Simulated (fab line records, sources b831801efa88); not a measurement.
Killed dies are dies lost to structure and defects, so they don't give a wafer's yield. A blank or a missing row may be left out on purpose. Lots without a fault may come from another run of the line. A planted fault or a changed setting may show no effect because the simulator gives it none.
fab line records | flow sky130
record lots=6 wafers=18 last_day=50
route steps=708 shown FIELD_ISO@17 NWELL@32 DNWELL@35 PWDE@45 SALICIDE@361 PAD_OPEN@708
lots that met no fault: from a run of the same line without faults
start_h: hours from the record's first day to the start of the lot's first wafer shown | wait_h: hours since the lot's step before | " the same as in the row above | L1.1+2: a row that stands for several wafers | - no value, or no start given | * or withheld: withheld | < > ~ a bound
route shown NAME@n: a module of which the file shows steps, and the number in the route of the first | usual: mean/standard deviation of fault-free wafers | same: alike in all rows | chamber/n: place in a boat | sites: the reading at each site | _std_site: their standard deviation | _edge_site: outer sites' mean less inner sites' | radius_mm: how far each site lies from the wafer's centre | mask NAME#n: copy n | behind: the tool/chamber that last shaped the wafer | hold: why the lot was held/for how many hours/how that ended | device: the transistor (n, p or np) that didn't switch | end of line: the same wafers' tests at the end of the route | a step without rows: its recipe alone | killed: dies lost to structure and defects at the first sort, not the wafer's yield | map: a wafer's dies, x killed, . not, _ none there
set.NAME: the setting as run; set.NAME@STEP: as run at that earlier step | model.NAME: the simulator's own value behind a step, which no gauge read
lots at some steps of the route; a table a step, a row a wafer
services: from which hour (start_h, from the record's first day; less than 0 if before it) a tool's chamber was out of use, for how many hours, and why
## steps
# step SKY_FIELD_ISO_STRIP_16
# recipe chemistry=O2/N2 power_w=1400 pressure_mtorr=1500 platen_temp_c=withheld o2_flow_sccm=3000 n2_flow_sccm=300 overash_fraction=0.5
# usual drypump_motor_current_A=5.6/0.47 o2_flow_sccm=3001/9.7 oes_product_au=0.378/0.005 strip_time_to_endpoint_s=3.539/0.025
# columns lot.wafer tool chamber start_h wait_h drypump_motor_current_A o2_flow_sccm oes_product_au rf_hours_counter_h strip_time_to_endpoint_s
L580.1 plasma_asher-04 1 45.17 0.0 6.0 2998 0.383 39 3.535
L580.3 " 1 " " 6.0 2999 0.377 - 3.526
L580.4 " 0 " " 5.2 2994 0.372 - 3.550
L583.2 plasma_asher-02 1 66.21 0.0 5.9 2992 0.369 33 3.534
L583.4 " 1 " " 5.9 3007 0.376 - 3.536
L583.6 " 0 " " 4.8 3012 0.383 - 3.511
L595.2 plasma_asher-04 1 123.26 0.0 6.0 3004 0.372 47 3.582
L595.3 " 0 " " 5.2 3003 0.390 - 3.537
L595.6 " 0 " " 5.2 2996 0.378 - 3.554
L596.2 plasma_asher-03 0 127.67 0.0 6.2 3018 0.369 32 3.519
L596.3 " 0 " " 6.1 3006 0.374 - 3.497
L596.6 " 0 " " 6.2 3002 0.368 - 3.490
L597.1 plasma_asher-04 1 132.67 0.0 6.0 3001 0.377 47 3.548
L597.3 " 0 " " 5.2 3007 0.377 - 3.552
L597.6 " 0 " " 5.2 3021 0.374 - 3.562
L598.2 plasma_asher-04 0 137.67 0.0 5.2 3012 0.380 48 3.553
L598.4 " 0 " " 5.2 3023 0.376 - 3.540
L598.6 " 0 " " 5.2 3014 0.376 - 3.510
# step SKY_FIELD_ISO_ETCH_17
# recipe target_depth_a=3420 mask_material=Si3N4 chemistry=HBr/Cl2/O2 target=Si taper_deg=5 icp_w=600 bias_w=150 pressure_mtorr=15 HBr_flow_sccm=150 Cl2_flow_sccm=40 O2_flow_sccm=6 time_s=97.7
# usual drypump_motor_current_A=5.7/0.58 oes_product_au=0.999/0.0095 run_length_s=126.0/0.46 throttle_valve_pct=25.657/0.01
# columns lot.wafer tool chamber start_h wait_h drypump_motor_current_A oes_product_au rf_hours_counter_h run_length_s throttle_valve_pct
L580.1 rie_si-01 1 45.27 0.1 4.8 1.005 94 126.1 25.662
L580.3 " 2 " " 6.7 0.989 128 125.9 25.664
L580.4 " 0 " " 6.0 0.998 126 126.6 25.655
L583.2 rie_si-02 3 66.31 0.1 5.8 1.008 2 125.6 25.660
L583.4 " 2 " " 5.1 1.000 74 126.9 25.657
L583.6 " 1 " " 6.2 1.011 - 125.3 25.657
L595.2 rie_si-02 0 123.36 0.1 5.6 0.994 0 125.7 25.647
L595.3 " 3 " " 5.8 0.987 3 125.9 25.656
L595.6 " 1 " " 6.2 0.999 - 125.3 25.661
L596.2 rie_si-01 1 127.77 0.1 4.9 1.008 95 126.1 25.667
L596.3 " 2 " " 6.7 0.993 129 125.8 25.655
L596.6 " 1 " " 4.8 1.000 - 126.3 25.651
L597.1 rie_si-02 3 132.77 0.1 5.8 0.999 3 125.7 25.657
L597.3 " 2 " " 5.0 1.000 75 127.2 25.661
L597.6 " 2 " " 5.1 1.001 - 126.4 25.646
L598.2 rie_si-02 2 137.77 0.1 5.0 1.010 75 126.4 25.659
L598.4 " 3 " " 5.8 1.008 3 125.6 25.661
L598.6 " 1 " " 6.2 1.017 - 125.5 25.640
# step SKY_FIELD_ISO_WET_ETCH_18
# recipe chemistry=H3PO4 target_depth_nm=25 temp_c=160 target=Si3N4 time_s=286
# step SKY_FIELD_ISO_CLEAN_19
# recipe chemistry=SC1/SC2 mix=1:4:20 temp_c=70 time_s=150
# step SKY_FIELD_ISO_CLEAN_20
# recipe chemistry=dHF time_s=20 dilution=100:1
# step SKY_FIELD_ISO_WET_ETCH_21
# recipe chemistry=dHF dilution=100:1 target_depth_nm=20 dry=ipa_marangoni target=SiO2 temp_c=25 time_s=400
# step SKY_FIELD_ISO_OXIDATION_22
# recipe temp_c=950 ambient=O2 stabilise_s=600 purge_s=300 target_thk_a=100 ox_time_s=623
# step SKY_FIELD_ISO_THK_MEAS_23
# recipe reads=SiO2_of_FIELD_ISO_OXIDATION_22
# usual FIELD_ISO_OXIDATION_01_THK=10.11/0.18
# columns lot.wafer tool chamber start_h wait_h FIELD_ISO_OXIDATION_01_THK[nm]
L580.1 film_metro-01 - 55.04 0.0 9.90
L580.3 " - " " 9.77
L580.4 " - " " 9.76
L583.2 film_metro-03 - 74.50 0.0 10.37
L583.4 " - " " 10.22
L583.6 " - " " 10.12
L595.2 film_metro-01 - 126.23 0.0 10.30
L595.3 " - " " 10.27
L595.6 " - " " 10.35
L596.2 film_metro-01 - 130.98 0.0 10.04
L596.3 " - " " 10.09
L596.6 " - " " 10.21
L597.1 film_metro-03 - 134.46 0.0 10.02
L597.3 " - " " 10.13
L597.6 " - " " 10.01
L598.2 film_metro-03 - 139.81 0.0 10.02
L598.4 " - " " 10.26
L598.6 " - " " 10.08
# step SKY_FIELD_ISO_CVD_24
# recipe material=SiO2 target_thk_nm=595 temp_c=650 sigma_open_frac=0.3 time_s=99.2 sih4_flow_sccm=60 pressure_mtorr=6
# step SKY_FIELD_ISO_THK_MEAS_25
# recipe reads=SiO2_of_FIELD_ISO_CVD_24
# usual FIELD_ISO_CVD_24_THK=597/5.5
# columns lot.wafer tool chamber start_h wait_h FIELD_ISO_CVD_24_THK[nm]
L580.1 film_metro-03 - 55.17 0.0 597
L580.3 " - " " 606
L580.4 " - " " 596
L583.2 film_metro-04 - 74.63 0.0 598
L583.4 " - " " 595
L583.6 " - " " 592
L595.2 film_metro-01 - 126.36 0.0 597
L595.3 " - " " 598
L595.6 " - " " 599
L596.2 film_metro-04 - 131.11 0.0 602
L596.3 " - " " 605
L596.6 " - " " 612
L597.1 film_metro-04 - 134.59 0.0 604
L597.3 " - " " 601
L597.6 " - " " 601
L598.2 film_metro-04 - 139.94 0.0 606
L598.4 " - " " 598
L598.6 " - " " 597
# step SKY_FIELD_ISO_ANNEAL_26
# recipe temp_c=1000 time_s=1800 ambient=N2
# step SKY_FIELD_ISO_CMP_27
# recipe stop_on=Si3N4 t_overpolish_s=16 down_force_psi=4 platen_rpm=60 target_thk_nm=457.8 pad_velocity_m_s=0.94248
# usual motor_current_A=11.4/1.8 overpolish_run_s=16.000/0.0087 time_to_endpoint_s=113/4.1
# columns lot.wafer tool chamber start_h wait_h motor_current_A overpolish_run_s time_to_endpoint_s
L580.1 cmp-01 1 64.08 0.3 12.5 15.992 114
L580.3 " 2 " " 12.4 16.007 118
L580.4 " 3 " " 10.2 16.004 118
L583.4 cmp-02 2 81.84 0.0 15.5 15.996 108
L583.2 " 3 " " 11.8 15.999 110
L583.6 " 2 " " 15.6 16.009 109
L595.3 cmp-01 2 129.80 0.0 12.6 16.007 118
L595.2 " 1 " " 12.8 15.994 115
L595.6 " 3 " " 10.4 16.003 116
L596.2 cmp-01 0 133.28 0.0 8.9 16.022 115
L596.3 " 3 " " 9.8 15.994 115
L596.6 " 1 " " 12.7 16.003 117
L597.3 cmp-02 1 137.09 0.0 11.2 16.009 111
L597.1 " 2 " " 14.4 16.010 105
L597.6 " 2 " " 14.7 16.002 106
L598.4 cmp-01 2 141.54 0.1 12.6 15.994 118
L598.2 " 3 " " 10.4 15.999 114
L598.6 " 1 " " 12.1 16.002 117
# step SKY_FIELD_ISO_WET_ETCH_28
# recipe chemistry=dHF target_depth_nm=23.7 target=SiO2 dilution=10:1 temp_c=25 time_s=47
# usual run_length_s=76/3.3
# columns lot.wafer tool chamber start_h wait_h run_length_s model.SiO2_of_FIELD_ISO_CVD_24.thk_nm
L580.1 wet_bench-04 2 64.33 0.2 81 433.2
L580.3 " 2 " " 81 433.7
L580.4 " 2 " " 81 431.9
L583.2 wet_bench-02 1 82.14 0.2 75 433.6
L583.4 " 1 " " 75 433.3
L583.6 " 1 " " 75 433.2
L595.2 wet_bench-01 3 130.10 0.1 80 432.6
L595.3 " 3 " " 80 435
L595.6 " 3 " " 80 434.3
L596.2 wet_bench-01 0 133.58 0.2 76 433.2
L596.3 " 0 " " 76 434.2
L596.6 " 0 " " 76 433.1
L597.1 wet_bench-04 0 137.39 0.2 109 416.8
L597.3 " 0 " " 109 417.8
L597.6 " 0 " " 109 416.6
L598.2 wet_bench-04 0 141.79 0.1 110 417.9
L598.4 " 0 " " 110 417.2
L598.6 " 0 " " 110 416.8
# step SKY_FIELD_ISO_WET_ETCH_29
# recipe chemistry=H3PO4 target_depth_nm=160 target=Si3N4 temp_c=160 time_s=1825
# step SKY_FIELD_ISO_WET_ETCH_30
# recipe chemistry=dHF target_depth_nm=25 target=SiO2 dilution=10:1 temp_c=25 time_s=50
# step SKY_NWELL_CLEAN_00
# recipe chemistry=SC1/SC2 mix=1:4:20 temp_c=70 time_s=150 dry=n2_spin
# step SKY_NWELL_OXIDATION_01
# recipe temp_c=900 ambient=O2 stabilise_s=600 purge_s=300 target_thk_a=100 ox_time_s=1418
# step SKY_NWELL_THK_MEAS_02
# recipe reads=SiO2_of_NWELL_OXIDATION_01
# usual NWELL_OXIDATION_THK=10.11/0.17
# columns lot.wafer tool chamber start_h wait_h NWELL_OXIDATION_THK[nm]
L580.1 film_metro-03 - 71.82 0.0 10.01
L580.3 " - " " 10.10
L580.4 " - " " 10.15
L583.2 film_metro-04 - 90.04 0.0 9.97
L583.4 " - " " 10.12
L583.6 " - " " 9.74
L595.2 film_metro-04 - 132.38 0.0 10.08
L595.3 " - " " 10.08
L595.6 " - " " 10.14
L596.2 film_metro-02 - 135.60 0.0 10.11
L596.3 " - " " 10.24
L596.6 " - " " 10.13
L597.1 film_metro-02 - 139.83 0.0 10.10
L597.3 " - " " 10.19
L597.6 " - " " 9.97
L598.2 film_metro-02 - 144.41 0.0 10.11
L598.4 " - " " 9.95
L598.6 " - " " 10.17
# step SKY_DNWELL_DEHYDRATE_00
# recipe temp_c=200 time_s=60
# step SKY_DNWELL_HMDS_01
# recipe prime_time_s=60 prime_temp_c=120
# step SKY_DNWELL_COAT_02
# recipe spin_rpm=2000 resist_thk_nm=3000
# step SKY_DNWELL_SOFTBAKE_03
# recipe temp_c=110 time_s=withheld
# step SKY_DNWELL_EXPOSE_04
# recipe mask_id=DNM na=0.57 target_cd_nm=3000 dose_mj=222
# step SKY_DNWELL_PEB_05
# recipe temp_c=115 time_s=withheld
# step SKY_DNWELL_DEVELOP_06
# recipe wall_angle_deg=90 developer=TMAH develop_time_s=60 dev_temp_c=23
# step SKY_DNWELL_IMPLANT_07
# recipe species=P energy_kev=withheld dose_cm2=withheld tilt_deg=withheld
# step SKY_DNWELL_STRIP_08
# recipe chemistry=O2/N2 power_w=1400 pressure_mtorr=1500 platen_temp_c=withheld o2_flow_sccm=3000 n2_flow_sccm=300 overash_fraction=0.5
# usual drypump_motor_current_A=5.6/0.49 o2_flow_sccm=3000/9.6 oes_product_au=0.723/0.0044 strip_time_to_endpoint_s=36.95/0.14
# columns lot.wafer tool chamber start_h wait_h drypump_motor_current_A o2_flow_sccm oes_product_au rf_hours_counter_h strip_time_to_endpoint_s
L580.1 plasma_asher-01 1 86.90 0.1 6.2 2987 0.719 41 37.00
L580.3 " 1 " " 6.2 3007 0.719 - 36.97
L580.4 " 0 " " 5.3 3012 0.726 - 36.99
L583.2 plasma_asher-02 1 105.95 0.1 5.9 2996 0.720 37 36.90
L583.4 " 0 " " 4.7 3008 0.722 - 36.80
L583.6 " 0 " " 4.7 3007 0.713 - 36.89
L595.2 plasma_asher-04 0 152.55 0.1 5.2 2996 0.717 50 36.89
L595.3 " 0 " " 5.2 3007 0.720 - 37.03
L595.6 " 1 " " 6.0 3004 0.718 - 36.88
L596.2 plasma_asher-01 1 156.00 0.1 6.2 2990 0.719 48 37.25
L596.3 " 0 " " 5.3 2995 0.725 - 37.13
L596.6 " 1 " " 6.3 2989 0.723 - 37.17
L597.1 plasma_asher-04 0 159.40 0.1 5.2 3004 0.725 50 37.05
L597.3 " 0 " " 5.2 2975 0.725 - 37.12
L597.6 " 0 " " 5.2 3010 0.722 - 37.04
L598.2 plasma_asher-04 1 165.05 0.1 6.0 3007 0.731 51 37.01
L598.4 " 1 " " 6.0 3014 0.714 - 37.13
L598.6 " 1 " " 6.0 3017 0.722 - 37.05
# step SKY_DNWELL_TW_MEAS_09
# usual DNWELL_TW=1115/11
# columns lot.wafer tool chamber start_h wait_h DNWELL_TW
L580.1 film_metro-02 - 87.00 0.1 1111
L580.3 " - " " 1114
L580.4 " - " " 1110
L583.2 film_metro-04 - 106.06 0.1 1128
L583.4 " - " " 1126
L583.6 " - " " 1130
L595.2 film_metro-03 - 152.66 0.1 1116
L595.3 " - " " 1115
L595.6 " - " " 1107
L596.2 film_metro-03 - 156.11 0.1 1108
L596.3 " - " " 1113
L596.6 " - " " 1111
L597.1 film_metro-02 - 159.50 0.1 1110
L597.3 " - " " 1116
L597.6 " - " " 1116
L598.2 film_metro-02 - 165.16 0.1 1119
L598.4 " - " " 1122
L598.6 " - " " 1124
# step SKY_PWDE_DEHYDRATE_00
# recipe temp_c=200 time_s=60
# step SKY_PWDE_HMDS_01
# recipe prime_time_s=60 prime_temp_c=120
# step SKY_PWDE_COAT_02
# recipe spin_rpm=2000 resist_thk_nm=3000
# step SKY_PWDE_SOFTBAKE_03
# recipe temp_c=110 time_s=withheld
# step SKY_PWDE_EXPOSE_04
# recipe mask_id=PWDEM na=0.6 source_shape=conventional sigma_outer=0.6 polarization=unpolarized target_cd_nm=840 dose_mj=214
# step SKY_PWDE_PEB_05
# recipe temp_c=115 time_s=withheld
# step SKY_PWDE_DEVELOP_06
# recipe wall_angle_deg=90 developer=TMAH develop_time_s=60 dev_temp_c=23
# step SKY_PWDE_OVL_MEAS_07
# usual PWDE_OVL=-0.7/1.5
# columns lot.wafer tool chamber start_h wait_h PWDE_OVL[nm]
L580.1 overlay-02 - 102.20 - -1.3
L580.3 " - " " 0.4
L580.4 " - " " 0.9
L583.2 overlay-01 - 125.16 - -3.6
L583.4 " - " " -4.4
L583.6 " - " " -2.1
L595.2 overlay-01 - 173.61 - -1.7
L595.3 " - " " -1.5
L595.6 " - " " -1.6
L596.2 overlay-02 - 176.86 - -2.1
L596.3 " - " " -1.8
L596.6 " - " " 0.5
L597.1 overlay-01 - 179.75 - -3.6
L597.3 " - " " -4.7
L597.6 " - " " -2.2
L598.2 overlay-02 - 186.31 - 1.5
L598.4 " - " " 1.5
L598.6 " - " " -0.6
# step SKY_PWDE_IMPLANT_08
# recipe species=B energy_kev=150 dose_cm2=3.6e+12 tilt_deg=withheld
# step SKY_PWDE_STRIP_09
# recipe chemistry=O2/N2 power_w=1400 pressure_mtorr=1500 platen_temp_c=withheld o2_flow_sccm=3000 n2_flow_sccm=300 overash_fraction=0.5
# usual drypump_motor_current_A=5.7/0.48 o2_flow_sccm=2999/8.4 oes_product_au=0.723/0.0047 strip_time_to_endpoint_s=36.95/0.12
# columns lot.wafer tool chamber start_h wait_h drypump_motor_current_A o2_flow_sccm oes_product_au rf_hours_counter_h strip_time_to_endpoint_s
L580.1 plasma_asher-01 1 102.39 0.1 6.2 2986 0.718 43 37.02
L580.3 " 0 " " 5.2 2994 0.732 - 36.84
L580.4 " 1 " " 6.2 3005 0.725 - 36.96
L583.2 plasma_asher-01 1 125.34 0.1 6.2 2996 0.722 45 36.76
L583.4 " 0 " " 5.2 3002 0.732 - 36.73
L583.6 " 0 " " 5.3 3020 0.721 - 36.78
L595.2 plasma_asher-02 1 173.79 0.1 5.9 3001 0.720 5 37.15
L595.3 " 1 " " 5.9 3005 0.725 - 37.09
L595.6 " 0 " " 4.8 3004 0.728 - 37.04
L596.2 plasma_asher-03 1 177.04 0.1 5.6 3005 0.725 37 37.11
L596.3 " 0 " " 6.1 2999 0.722 - 36.99
L596.6 " 1 " " 5.6 3006 0.722 - 37.12
L597.1 plasma_asher-03 0 179.93 0.1 6.2 3004 0.716 37 37.02
L597.3 " 1 " " 5.6 2996 0.720 - 37.06
L597.6 " 1 " " 5.6 2998 0.725 - 36.99
L598.2 plasma_asher-01 0 186.49 0.1 5.3 2987 0.726 51 36.85
L598.4 " 1 " " 6.2 3002 0.724 - 36.83
L598.6 " 0 " " 5.3 3005 0.727 - 36.95
# step SKY_PWDE_TW_MEAS_10
# usual PWDE_TW=375/4.1
# columns lot.wafer tool chamber start_h wait_h PWDE_TW
L580.1 film_metro-02 - 102.49 0.1 372
L580.3 " - " " 374
L580.4 " - " " 372
L583.2 film_metro-03 - 125.45 0.1 372
L583.4 " - " " 372
L583.6 " - " " 371
L595.2 film_metro-02 - 173.90 0.1 373
L595.3 " - " " 372
L595.6 " - " " 373
L596.2 film_metro-04 - 177.15 0.1 377
L596.3 " - " " 378
L596.6 " - " " 379
L597.1 film_metro-02 - 180.03 0.1 373
L597.3 " - " " 372
L597.6 " - " " 374
L598.2 film_metro-02 - 186.60 0.1 373
L598.4 " - " " 375
L598.6 " - " " 374
# step SKY_NWELL_DEHYDRATE_03
# recipe temp_c=200 time_s=60
# step SKY_NWELL_HMDS_04
# recipe prime_time_s=60 prime_temp_c=120
# step SKY_NWELL_COAT_05
# recipe spin_rpm=2000 resist_thk_nm=3000
# step SKY_SALICIDE_CLEAN_00
# recipe chemistry=HF-last time_s=30 dilution=100:1 dry=ipa_marangoni
# columns lot.wafer tool chamber start_h wait_h model.SiO2_of_FIELD_ISO_CVD_24.thk_nm
L580.1 wet_bench-03 3 704.26 0.1 357.7
L580.3 " 3 " " 358.2
L580.4 " 3 " " 356.4
L583.2 wet_bench-04 2 730.59 0.1 358
L583.4+6 " 2 " " 357.9
L595.2 wet_bench-03 1 795.99 0.1 357.5
L595.3 " 1 " " 359.7
L595.6 " 1 " " 359.2
L596.2 wet_bench-03 0 796.61 0.1 358.1
L596.3 " 0 " " 359
L596.6 " 0 " " 358
L597.1+6 wet_bench-02 3 806.76 0.1 341.3
L597.3 " 3 " " 342.5
L598.2 wet_bench-04 0 819.05 0.1 342.2
L598.4 " 0 " " 341.6
L598.6 " 0 " " 341.2
# step SKY_PAD_OPEN_PROBE_99
# usual killed_at_M0_to_M3=44/6.9 killed_at_M4_up=3.3/1.7 killed_at_contacts=24/5.5 killed_at_front_end=16/4.5 killed_at_other=0.2/0.46 killed_dies=87/9.1 killed_open=48/7.3 killed_short=39/6.2
# same gross_dies=492 killed_at_back_side=0
# columns lot.wafer tool chamber start_h wait_h killed_at_M0_to_M3 killed_at_M4_up killed_at_contacts killed_at_front_end killed_at_other killed_dies killed_open killed_short model.etest.res_p_drift_20v.line_ohm_um model.etest.res_p_drift_20v.rs_ohm_sq model.etest.pfet_16v.r_on_ohm_um model.etest.res_iso_pwell.rs_ohm_sq model.etest.res_iso_pwell.line_ohm_um model.etest.res_nwell.rs_ohm_sq model.etest.cap_li_to_poly.c_af_um2 model.etest.cap_poly_to_well.c_af_um2
L580.1 prober-01 - 1114.59 0.1 40 2 31 17 0 90 51 39 1.118e+04 9397 1.511e+04 2880 1086 942.8 97.12 90.14
L580.3 prober-01 - 1114.69 0.2 36 3 13 10 0 62 30 32 1.082e+04 9033 1.5e+04 2768 1049 933.1 99.41 91.26
L580.4 prober-01 - 1114.74 0.2 48 3 18 14 0 83 37 46 1.117e+04 9252 1.519e+04 2863 1085 953.5 97.8 91.85
L583.2 prober-02 - 1142.17 0.1 45 5 22 11 0 83 42 39 1.224e+04 1.008e+04 1.524e+04 3086 1173 948.9 98.2 91.22
L583.4 prober-02 - 1142.27 0.2 53 5 23 12 2 95 59 35 1.172e+04 9708 1.495e+04 2942 1128 933.4 100.5 90.31
L583.6 prober-02 - 1142.37 0.2 39 3 17 26 0 85 43 42 1.223e+04 1.009e+04 1.519e+04 3099 1161 948.1 96.95 90.59
L595.2 prober-01 - 1180.47 0.1 49 3 27 17 0 96 46 50 1.072e+04 9081 1.524e+04 3311 1243 903.8 100.3 91.93
L595.3 prober-01 - 1180.52 0.2 38 2 23 15 0 78 44 34 1.081e+04 9012 1.536e+04 3318 1277 893.2 98.32 91.91
L595.6 prober-01 - 1180.67 0.2 47 3 23 9 0 82 44 38 1.14e+04 9500 1.589e+04 3613 1399 921.3 99.75 89.45
L596.2 prober-02 - 1183.17 0.1 36 0 23 24 0 83 39 44 1.083e+04 8902 1.561e+04 3138 1192 1048 99.36 88.43
L596.3 prober-02 - 1183.22 0.2 30 4 32 17 0 83 43 40 1.061e+04 8706 1.548e+04 3019 1147 1027 100 91.79
L596.6 prober-02 - 1183.37 0.2 51 3 24 18 0 96 52 44 1.079e+04 8897 1.562e+04 3092 1172 1047 98.91 94.37
L597.1 prober-01 - 1186.37 0.1 46 4 16 17 0 83 46 37 1.055e+04 8735 1.513e+04 2981 1109 985.2 95.36 95.18
L597.3 prober-01 - 1186.47 0.2 37 4 30 19 0 90 48 39 1.061e+04 8841 1.517e+04 3120 1154 990.6 94.7 93.13
L597.6 prober-01 - 1186.62 0.2 37 3 30 24 1 95 53 42 1.045e+04 8652 1.498e+04 2968 1135 969.8 97.29 95.24
L598.2 prober-02 - 1195.82 0.1 38 5 26 15 0 84 45 39 1.091e+04 9145 1.478e+04 2771 1036 918.2 94.71 92.9
L598.4 prober-02 - 1195.92 0.2 46 4 22 20 0 92 59 31 1.069e+04 8951 1.461e+04 2678 999.5 902.2 94.91 95.95
L598.6 prober-02 - 1196.02 0.2 34 3 22 14 0 73 42 31 1.1e+04 9248 1.482e+04 2804 1057 921.4 94.37 92.43
# killed by level:class
L580.1 CONTACT:geometric_particle:open=12 VIA1:geometric_particle:open=9 VIA2:geometric_particle:open=9 CONTACT:geometric_particle:short=7 LI_CONTACT:geometric_particle:open=6 LOCAL_INTERCONNECT:geometric_particle:short=6 POLY_GATE:geometric_particle:open=5 METAL3:geometric_particle:short=5
L580.3 METAL2:geometric_particle:short=7 METAL1:geometric_particle:short=6 CONTACT:geometric_particle:open=6 VIA1:geometric_particle:open=5 VIA1:geometric_particle:short=4 VIA3:geometric_particle:open=4 SPACER:geometric_particle:open=3 LI_CONTACT:geometric_particle:open=3
L580.4 VIA1:geometric_particle:open=11 VIA1:geometric_particle:short=8 METAL2:geometric_particle:short=7 FIELD_ISO:geometric_particle:short=6 VIA3:geometric_particle:open=6 LI_CONTACT:geometric_particle:open=5 VIA3:geometric_particle:short=5 LI_CONTACT:geometric_particle:short=4
L583.2 VIA3:geometric_particle:open=8 CONTACT:geometric_particle:open=7 METAL2:geometric_particle:short=7 VIA2:geometric_particle:open=7 VIA1:geometric_particle:short=6 LI_CONTACT:geometric_particle:open=6 METAL1:geometric_particle:short=6 VIA1:geometric_particle:open=6
L583.4 VIA1:geometric_particle:open=15 CONTACT:geometric_particle:open=12 VIA3:geometric_particle:open=9 VIA1:geometric_particle:short=6 LI_CONTACT:geometric_particle:open=5 METAL1:geometric_particle:short=5 METAL2:geometric_particle:short=5 VIA2:geometric_particle:open=4
L583.6 VIA2:geometric_particle:open=8 POLY_GATE:geometric_particle:short=7 LI_CONTACT:geometric_particle:open=7 METAL2:geometric_particle:short=7 VIA1:geometric_particle:open=7 FIELD_ISO:geometric_particle:short=6 FIELD_ISO:geometric_particle:open=5 CONTACT:geometric_particle:open=5
L595.2 CONTACT:geometric_particle:short=10 VIA1:geometric_particle:open=9 LOCAL_INTERCONNECT:geometric_particle:short=6 VIA1:geometric_particle:short=6 VIA3:geometric_particle:open=6 METAL2:geometric_particle:short=5 METAL1:geometric_particle:open=5 METAL1:geometric_particle:short=5
L595.3 VIA1:geometric_particle:open=11 CONTACT:geometric_particle:open=8 FIELD_ISO:geometric_particle:open=6 VIA3:geometric_particle:open=6 LI_CONTACT:geometric_particle:open=5 CONTACT:geometric_particle:short=5 METAL1:geometric_particle:short=5 FIELD_ISO:geometric_particle:short=4
L595.6 VIA1:geometric_particle:open=11 CONTACT:geometric_particle:open=8 METAL1:geometric_particle:short=8 VIA3:geometric_particle:open=7 LI_CONTACT:geometric_particle:open=5 VIA2:geometric_particle:open=5 LOCAL_INTERCONNECT:geometric_particle:short=4 VIA2:geometric_particle:short=4
L596.2 LI_CONTACT:geometric_particle:open=8 POLY_GATE:geometric_particle:short=7 CONTACT:geometric_particle:open=7 FIELD_ISO:geometric_particle:short=6 VIA1:geometric_particle:open=6 VIA3:geometric_particle:open=6 METAL2:geometric_particle:short=5 LOCAL_INTERCONNECT:geometric_particle:short=4
L596.3 CONTACT:geometric_particle:open=10 CONTACT:geometric_particle:short=8 METAL1:geometric_particle:short=7 LOCAL_INTERCONNECT:geometric_particle:short=7 VIA1:geometric_particle:open=7 POLY_GATE:geometric_particle:open=6 LI_CONTACT:geometric_particle:open=4 VIA3:geometric_particle:open=4
L596.6 VIA1:geometric_particle:open=13 VIA2:geometric_particle:open=8 CONTACT:geometric_particle:open=7 POLY_GATE:geometric_particle:short=6 METAL1:geometric_particle:short=6 LI_CONTACT:geometric_particle:open=6 LOCAL_INTERCONNECT:geometric_particle:short=6 FIELD_ISO:geometric_particle:short=5
L597.1 VIA1:geometric_particle:open=14 POLY_GATE:geometric_particle:open=7 METAL1:geometric_particle:short=7 CONTACT:geometric_particle:open=6 METAL2:geometric_particle:short=6 FIELD_ISO:geometric_particle:open=5 VIA1:geometric_particle:short=4 VIA2:geometric_particle:open=4
L597.3 CONTACT:geometric_particle:open=11 LI_CONTACT:geometric_particle:open=9 VIA1:geometric_particle:open=8 POLY_GATE:geometric_particle:short=7 VIA1:geometric_particle:short=5 CONTACT:geometric_particle:short=5 VIA3:geometric_particle:open=5 VIA3:geometric_particle:short=5
L597.6 CONTACT:geometric_particle:open=16 VIA1:geometric_particle:open=12 POLY_GATE:geometric_particle:short=11 LI_CONTACT:geometric_particle:open=5 POLY_GATE:geometric_particle:open=4 CONTACT:geometric_particle:short=4 VIA3:geometric_particle:open=4 METAL2:geometric_particle:short=4
L598.2 VIA1:geometric_particle:open=11 CONTACT:geometric_particle:open=9 LI_CONTACT:geometric_particle:open=6 FIELD_ISO:geometric_particle:short=5 FIELD_ISO:geometric_particle:open=5 CONTACT:geometric_particle:short=5 METAL1:geometric_particle:short=5 VIA1:geometric_particle:short=5
L598.4 VIA1:geometric_particle:open=11 VIA3:geometric_particle:open=11 LI_CONTACT:geometric_particle:open=8 VIA2:geometric_particle:open=8 CONTACT:geometric_particle:open=8 FIELD_ISO:geometric_particle:short=5 FIELD_ISO:geometric_particle:open=5 POLY_GATE:geometric_particle:open=4
L598.6 LI_CONTACT:geometric_particle:open=9 VIA1:geometric_particle:open=8 VIA3:geometric_particle:open=8 CONTACT:geometric_particle:open=6 FIELD_ISO:geometric_particle:short=5 LI_CONTACT:geometric_particle:short=5 VIA2:geometric_particle:open=5 FIELD_ISO:geometric_particle:open=4
## services
# columns tool chamber start_h hours kind
cmp-01 - 40.88 1.8 repair
plasma_asher-01 - 66.28 4.7 repair
rie_si-02 1 84.40 3.2 repair
rie_si-02 - 106.40 0.2 repair
cmp-01 - 181.55 5.9 pm
plasma_asher-04 - 190.55 5.1 repair
wet_bench-04 - 197.01 2.5 repair
rie_si-02 - 229.01 2.8 pm
cmp-01 - 232.00 4.0 pm
cmp-01 - 236.00 12.6 pm
plasma_asher-01 - 279.19 3.9 repair
cmp-01 - 282.96 0.9 repair
plasma_asher-04 - 283.36 8.3 repair
cmp-01 - 290.95 0.5 repair
cmp-01 - 305.38 0.5 repair
plasma_asher-01 - 314.53 14.6 pm
cmp-01 - 342.28 3.3 pm
wet_bench-04 - 414.61 2.2 repair
plasma_asher-01 - 421.25 9.0 pm
plasma_asher-01 - 477.49 2.8 pm
plasma_asher-01 - 510.01 28.1 pm
wet_bench-04 - 625.53 47.8 pm
plasma_asher-04 - 733.75 9.0 pm
plasma_asher-04 - 742.75 2.8 pm
## key
first_sign step=SKY_FIELD_ISO_WET_ETCH_28 reading=run_length_s direction=up sigmas=10 usual=* struck=*
effect none on later readings
model_effect step=SKY_FIELD_ISO_WET_ETCH_28 value=SiO2_of_FIELD_ISO_CVD_24.thk_nm without=435.2 struck=417.2
model_effect step=SKY_SALICIDE_CLEAN_00 value=SiO2_of_FIELD_ISO_CVD_24.thk_nm without=359.7 struck=341.7
model_effect step=SKY_PAD_OPEN_PROBE_99 value=etest.res_p_drift_20v.line_ohm_um without=1.194e+04 struck=1.07e+04
met_at SKY_FIELD_ISO_WET_ETCH_28
struck_wafers L597.1,L597.3,L597.6,L598.2,L598.4,L598.6
tester_left_out L597,L598
onset_between 64.33 137.39
fault kind=process_parameter_drift tool=wet_bench-04 chamber=- onset_h=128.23 steps=SKY_FIELD_ISO_WET_ETCH_28 channel=time_s offset=* shape=step end_h=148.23 acts_in=* stated=*
# tester_left_out: of these lots the tester's yield and bins aren't shown, on N5 and GAA mostly nor the transistor test; their killed dies are dies lost to structure and defects alone, not to doping, threshold or leakage, so they don't give the yield
